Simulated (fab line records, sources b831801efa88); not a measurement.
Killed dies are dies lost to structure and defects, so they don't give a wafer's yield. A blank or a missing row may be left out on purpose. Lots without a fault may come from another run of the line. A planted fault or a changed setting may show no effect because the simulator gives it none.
Chamber matching | flow gf180mcu | GF_V4_CMP_04 on cmp-01: 4 sister chambers
The step polishes SiO2. 4 wafers are shown with their chamber, then 7 later ones without.

WAFERS WITH THEIR CHAMBER
wafer  | chamber | motor_current_A (A)
L195.4 | 2       | 12.4
L211.3 | 1       | 13.6
L215.1 | 3       | 12.4
L215.2 | 0       | 11.7

WAFERS WITHOUT THEIR CHAMBER
wafer  | motor_current_A (A)
L215.5 | 13.3
L214.1 | 12.9
L214.4 | 12.8
L214.6 | 11.8
L217.1 | 11.7
L217.3 | 13.2
L217.4 | 12.3

WHICH CHAMBER EACH WENT THROUGH
wafer  | from the rows above          | in truth
L215.5 | can't be placed: 1 or 2 or 3 | 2
L214.1 | can't be placed: 2 or 3 or 1 | 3
L214.4 | can't be placed: 2 or 3 or 1 | 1
L214.6 | can't be placed: 0 or 2 or 3 | 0
L217.1 | 0                            | 0
L217.3 | can't be placed: 1 or 2 or 3 | 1
L217.4 | can't be placed: 2 or 3 or 0 | 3
Placed correctly: 1 of 7. Can't be placed from these rows: 6 (the true chamber is among the candidates in 6). Placed wrongly: 0.
How it was worked out, from the rows above alone: a wafer's distance from a chamber is the root of the sum, over the readings, of the square of ((its reading less the chamber's mean) divided by the reading's scatter). The wafer belongs to the nearest chamber; if the next one is less than 2 further off, it can't be placed. A chamber's mean is the mean of its shown wafers. The scatter: with one shown wafer a chamber, the root of the mean of the squares of how far each hidden wafer lies from its nearest shown one.
